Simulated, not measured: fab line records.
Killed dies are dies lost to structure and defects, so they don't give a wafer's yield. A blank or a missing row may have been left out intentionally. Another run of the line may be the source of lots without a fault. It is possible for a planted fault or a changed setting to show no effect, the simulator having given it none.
fab line records	flow gf180mcu
[record] lots = 7	wafers = 21	last-day = 34
route steps=602 shown M4@456
lots untouched by any fault: they come from a run of this same line in which no faults occurred
start-h: hours from the record's first day to the start of the lot's first wafer shown	wait-h: hours elapsed since this lot's preceding step	" the same as in the row above	L1.1+2: one row covering several wafers at once	- no value present, or no start provided	* or withheld: withheld	< > ~ a bound
route shown NAME@n: names a module that has steps shown in the file, with the first one's number in the route	usual: the fault-free wafers' mean and standard deviation	same: alike in all rows	chamber/n: place in a boat	sites: each site's reading	_std_site: standard deviation across them	_edge_site: outer sites' mean less inner sites'	radius-mm: for every site, how far away it sits from the centre of the wafer	mask NAME#n: copy n	behind: the most recent tool/chamber to have shaped the wafer	hold: why the lot went on hold/how many hours it stayed there/how the hold came to an end	device: transistor that didn't switch, given as n, p or np	end of line: the tests these same wafers got at the end of their route	where a step has no rows: the recipe by itself	killed: at the first sort, the dies lost to defects and structure; wafer yield is something else	map: shows each die of a wafer: x if killed, . if not, _ if none is there
set.NAME: setting as actually run; set.NAME@STEP: the setting as run at that earlier step	model.NAME: the simulator's own value behind a step, which no gauge read
lots seen at some steps along the route; tables by step, rows by wafer
services: when a tool's chamber went out of use (start-h, in hours from the record's first day, below 0 if earlier), for how many hours, and the reason
[[steps]]
[step GF_M4_SPUTTER_00]
[recipe] material = Ti	target-thk-nm = 37.5	arriving-ion-energy-ev = 80	substrate-temp-c = 200	chamber-pressure-pa = 2	power-w = 4000	time-s = 150
[usual] throttle-valve-pct = 29.8/0.98
lot.wafer	tool	chamber	start-h	wait-h	throttle-valve-pct
L453.3	pvd-sputter-01	-	570.04	0.1	28.9
L453.4	"	-	"	"	30.5
L453.5	"	-	"	"	28.6
L452.3	pvd-sputter-01	-	573.17	0.2	28.5
L452.4	"	-	"	"	29.2
L452.6	"	-	"	"	28.8
L456.1	pvd-sputter-01	-	588.17	0.1	28.9
L456.2	"	-	"	"	30.9
L456.3	"	-	"	"	29.0
L457.1	pvd-sputter-03	-	603.42	0.2	29.7
L457.3	"	-	"	"	28.9
L457.5	"	-	"	"	31.0
L458.1	pvd-sputter-03	-	605.22	0.1	30.7
L458.4	"	-	"	"	30.6
L458.6	"	-	"	"	31.0
L465.1	pvd-sputter-02	-	654.15	0.1	31.4
L465.5	"	-	"	"	29.9
L465.6	"	-	"	"	31.6
L468.2	pvd-sputter-01	-	677.77	0.2	29.2
L468.3	"	-	"	"	30.9
L468.4	"	-	"	"	28.5
[step GF_M4_SPUTTER_01]
[recipe] material = TiN	target-thk-nm = 30	power-w = 6500	time-s = 25	chamber-pressure-pa = 0.4
[usual] throttle-valve-pct = 29.8/0.95
lot.wafer	tool	chamber	start-h	wait-h	throttle-valve-pct
L453.3	pvd-sputter-01	-	570.14	0.1	28.8
L453.4	"	-	"	"	31.0
L453.5	"	-	"	"	29.1
L452.3	pvd-sputter-01	-	573.27	0.1	28.9
L452.4	"	-	"	"	28.8
L452.6	"	-	"	"	29.1
L456.1	pvd-sputter-01	-	588.27	0.1	28.8
L456.2	"	-	"	"	31.1
L456.3	"	-	"	"	29.2
L457.1	pvd-sputter-03	-	603.52	0.1	29.8
L457.3	"	-	"	"	29.3
L457.5	"	-	"	"	30.9
L458.1	pvd-sputter-03	-	605.32	0.1	30.9
L458.4	"	-	"	"	30.6
L458.6	"	-	"	"	30.7
L465.1	pvd-sputter-02	-	654.25	0.1	31.4
L465.5	"	-	"	"	29.8
L465.6	"	-	"	"	31.1
L468.2	pvd-sputter-01	-	677.87	0.1	29.0
L468.3	"	-	"	"	31.0
L468.4	"	-	"	"	28.9
[step GF_M4_SPUTTER_02]
[recipe] material = AlCu	target-thk-nm = 450	power-w = 10600	time-s = 23.9	chamber-pressure-pa = 0.4
[usual] throttle-valve-pct = 29.8/0.96
lot.wafer	tool	chamber	start-h	wait-h	throttle-valve-pct
L453.3	pvd-sputter-01	-	570.17	0.0	28.9
L453.4	"	-	"	"	30.9
L453.5	"	-	"	"	28.8
L452.3	pvd-sputter-01	-	573.31	0.0	29.0
L452.4	"	-	"	"	28.8
L452.6	"	-	"	"	29.3
L456.1	pvd-sputter-01	-	588.31	0.0	28.9
L456.2	"	-	"	"	30.9
L456.3	"	-	"	"	29.1
L457.1	pvd-sputter-03	-	603.55	0.0	29.6
L457.3	"	-	"	"	29.3
L457.5	"	-	"	"	30.6
L458.1	pvd-sputter-03	-	605.36	0.0	31.0
L458.4	"	-	"	"	30.5
L458.6	"	-	"	"	31.1
L465.1	pvd-sputter-02	-	654.28	0.0	31.5
L465.5	"	-	"	"	29.7
L465.6	"	-	"	"	31.5
L468.2	pvd-sputter-01	-	677.90	0.0	29.3
L468.3	"	-	"	"	30.5
L468.4	"	-	"	"	28.8
[step GF_M4_SPUTTER_03]
[recipe] material = Ti	target-thk-nm = 10	substrate-temp-c = 300	chamber-pressure-pa = 0.3	power-w = 3000	time-s = 6.7
[usual] throttle-valve-pct = 29.8/0.96
lot.wafer	tool	chamber	start-h	wait-h	throttle-valve-pct
L453.3	pvd-sputter-01	-	570.20	0.0	28.9
L453.4	"	-	"	"	31.0
L453.5	"	-	"	"	28.9
L452.3	pvd-sputter-01	-	573.34	0.0	28.8
L452.4	"	-	"	"	28.9
L452.6	"	-	"	"	29.1
L456.1	pvd-sputter-01	-	588.34	0.0	28.6
L456.2	"	-	"	"	30.9
L456.3	"	-	"	"	28.8
L457.1	pvd-sputter-03	-	603.58	0.0	29.6
L457.3	"	-	"	"	28.9
L457.5	"	-	"	"	31.0
L458.1	pvd-sputter-03	-	605.39	0.0	30.9
L458.4	"	-	"	"	30.8
L458.6	"	-	"	"	31.0
L465.1	pvd-sputter-02	-	654.31	0.0	31.2
L465.5	"	-	"	"	29.7
L465.6	"	-	"	"	31.2
L468.2	pvd-sputter-01	-	677.93	0.0	28.9
L468.3	"	-	"	"	31.0
L468.4	"	-	"	"	28.7
[step GF_M4_SPUTTER_04]
[recipe] material = TiN	target-thk-nm = 50	power-w = 6500	time-s = 41.7	chamber-pressure-pa = 0.4
[usual] throttle-valve-pct = 29.8/0.95
lot.wafer	tool	chamber	start-h	wait-h	throttle-valve-pct
L453.3	pvd-sputter-01	-	570.22	0.0	28.8
L453.4	"	-	"	"	30.6
L453.5	"	-	"	"	28.6
L452.3	pvd-sputter-01	-	573.36	0.0	28.7
L452.4	"	-	"	"	29.0
L452.6	"	-	"	"	29.1
L456.1	pvd-sputter-01	-	588.36	0.0	29.2
L456.2	"	-	"	"	30.8
L456.3	"	-	"	"	29.0
L457.1	pvd-sputter-03	-	603.61	0.0	29.5
L457.3	"	-	"	"	28.8
L457.5	"	-	"	"	30.6
L458.1	pvd-sputter-03	-	605.41	0.0	30.8
L458.4	"	-	"	"	30.7
L458.6	"	-	"	"	30.9
L465.1	pvd-sputter-02	-	654.33	0.0	31.5
L465.5	"	-	"	"	29.7
L465.6	"	-	"	"	31.1
L468.2	pvd-sputter-01	-	677.95	0.0	29.0
L468.3	"	-	"	"	30.8
L468.4	"	-	"	"	28.7
[step GF_M4_RS_MEAS_05]
[recipe] thk-meas-gauge = four-point-probe	reads = TiN_of_M4_SPUTTER_04+Ti_of_M4_SPUTTER_03+AlCu_of_M4_SPUTTER_02+TiN_of_M4_SPUTTER_01+Ti_of_M4_SPUTTER_00
[usual] M4_ALCU_RS = 0.0693/0.00067
lot.wafer	tool	chamber	start-h	wait-h	M4_ALCU_RS[ohm/sq]
L453.3	film-metro-04	-	570.30	0.1	0.0699
L453.4	"	-	"	"	0.0698
L453.5	"	-	"	"	0.0699
L452.3	film-metro-03	-	573.44	0.1	0.0687
L452.4	"	-	"	"	0.0690
L452.6	"	-	"	"	0.0695
L456.1	film-metro-03	-	588.40	0.0	0.0687
L456.2	"	-	"	"	0.0692
L456.3	"	-	"	"	0.0696
L457.1	film-metro-04	-	603.65	0.0	0.0703
L457.3	"	-	"	"	0.0694
L457.5	"	-	"	"	0.0693
L458.1	film-metro-03	-	605.45	0.0	0.0688
L458.4	"	-	"	"	0.0689
L458.6	"	-	"	"	0.0688
L465.1	film-metro-04	-	654.37	0.0	0.0689
L465.5	"	-	"	"	0.0688
L465.6	"	-	"	"	0.0693
L468.2	film-metro-04	-	678.01	0.0	0.0691
L468.3	"	-	"	"	0.0691
L468.4	"	-	"	"	0.0679
[step GF_M4_THK_MEAS_06]
[recipe] thk-meas-gauge = xrf	reads = AlCu_of_M4_SPUTTER_02
[usual] M4_ALCU_THK = 459/5.9
lot.wafer	tool	chamber	start-h	wait-h	M4_ALCU_THK[nm]
L453.3	film-metro-04	-	570.40	0.1	454
L453.4	"	-	"	"	453
L453.5	"	-	"	"	452
L452.3	film-metro-03	-	573.54	0.1	457
L452.4	"	-	"	"	453
L452.6	"	-	"	"	450
L456.1	film-metro-03	-	588.52	0.1	458
L456.2	"	-	"	"	453
L456.3	"	-	"	"	450
L457.1	film-metro-04	-	603.77	0.1	452
L457.3	"	-	"	"	458
L457.5	"	-	"	"	461
L458.1	film-metro-03	-	605.57	0.1	456
L458.4	"	-	"	"	457
L458.6	"	-	"	"	458
L465.1	film-metro-04	-	654.49	0.1	461
L465.5	"	-	"	"	461
L465.6	"	-	"	"	459
L468.2	film-metro-04	-	678.12	0.1	462
L468.3	"	-	"	"	460
L468.4	"	-	"	"	468
[step GF_M4_DEHYDRATE_07]
[recipe] temp-c = 200	time-s = 60
[step GF_M4_HMDS_08]
[recipe] prime-time-s = 60	prime-temp-c = 120
[step GF_M4_COAT_09]
[recipe] resist = KrF	spin-rpm = withheld	resist-thk-nm = 1000
[step GF_M4_SOFTBAKE_10]
[recipe] temp-c = 130	time-s = 60	resist = KrF
[step GF_M4_EXPOSE_11]
[recipe] mask-id = Metal4	target-cd-nm = 280	na = 0.68	source-shape = conventional	sigma-outer = 0.6	dose-mj = 28
[step GF_M4_PEB_12]
[recipe] peb-temp-c = 135	peb-time-s = 90	resist = KrF
[usual] chill-plate-temp-C = 22.97/0.11	exhaust-pa = 45.0/1	plate-temp-C = 135.03/0.14	resist-line-temp-C = 22.98/0.11
lot.wafer	tool	chamber	start-h	wait-h	chill-plate-temp-C	exhaust-pa	plate-temp-C	resist-line-temp-C
L453.3	litho-track-04	0	591.41	-	23.28	43.5	135.11	22.86
L453.4	"	0	"	"	23.10	43.6	135.15	22.96
L453.5	"	0	"	"	23.01	43.5	134.98	22.86
L452.3	litho-track-02	0	593.90	-	22.82	45.1	135.37	22.93
L452.4	"	0	"	"	22.86	44.0	135.07	22.97
L452.6	"	0	"	"	22.88	45.0	135.21	22.94
L456.1	litho-track-02	-	608.93	-	-	-	-	-
L456.2	"	-	"	"	-	-	-	-
L456.3	"	-	"	"	-	-	-	-
L457.1	litho-track-02	-	623.93	-	-	-	-	-
L457.3	"	-	"	"	-	-	-	-
L457.5	"	-	"	"	-	-	-	-
L458.1	litho-track-02	-	626.73	-	-	-	-	-
L458.4	"	-	"	"	-	-	-	-
L458.6	"	-	"	"	-	-	-	-
L465.1	litho-track-01	0	672.83	-	22.92	43.8	134.85	22.94
L465.5	"	0	"	"	22.92	44.3	135.08	22.87
L465.6	"	0	"	"	22.74	45.5	135.06	22.94
L468.2	litho-track-02	0	695.96	-	23.12	45.5	135.14	22.80
L468.3	"	0	"	"	23.08	44.7	135.09	22.96
L468.4	"	0	"	"	23.14	45.6	135.07	22.91
[step GF_M4_DEVELOP_13]
[recipe] develop-time-s = 60	dev-temp-c = 21
[[services]]
tool	chamber	start-h	hours	kind
pvd-sputter-02	-	562.09	8.7	repair
pvd-sputter-02	-	573.82	4.9	repair
litho-track-01	-	593.06	-	consumable-replace:filter
pvd-sputter-02	-	634.06	3.1	repair
pvd-sputter-03	-	645.80	3.4	repair
pvd-sputter-02	-	657.05	11.6	repair
pvd-sputter-02	-	662.86	3.9	repair
pvd-sputter-02	-	676.05	4.9	repair
[[key]]
[first-sign] step = GF_M4_PEB_12	reading = tool-record	direction = missing
effect none on later readings
met-at GF_M4_PEB_12
struck-wafers L456.1,L456.2,L456.3,L457.1,L457.3,L457.5,L458.1,L458.4,L458.6
later-rows-left-out L456.1,L456.2,L456.3,L457.1,L457.3,L457.5,L458.1,L458.4,L458.6
sort-left-out L456.1,L456.2,L456.3,L457.1,L457.3,L457.5,L458.1,L458.4,L458.6
onset-between 593.90 608.93
[fault] kind = skipped-step-whole	tool = litho-track-02	chamber = -	onset-h = 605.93	steps = GF_M4_PEB_12	scope = struck-lots-only
// sort-left-out: the simulated sort isn't trusted on such a fault, so these wafers' sort isn't shown, and their yield isn't known
// later-rows-left-out: the simulator's readings of these wafers behind a module that went badly wrong aren't trusted and aren't shown, but for the sort
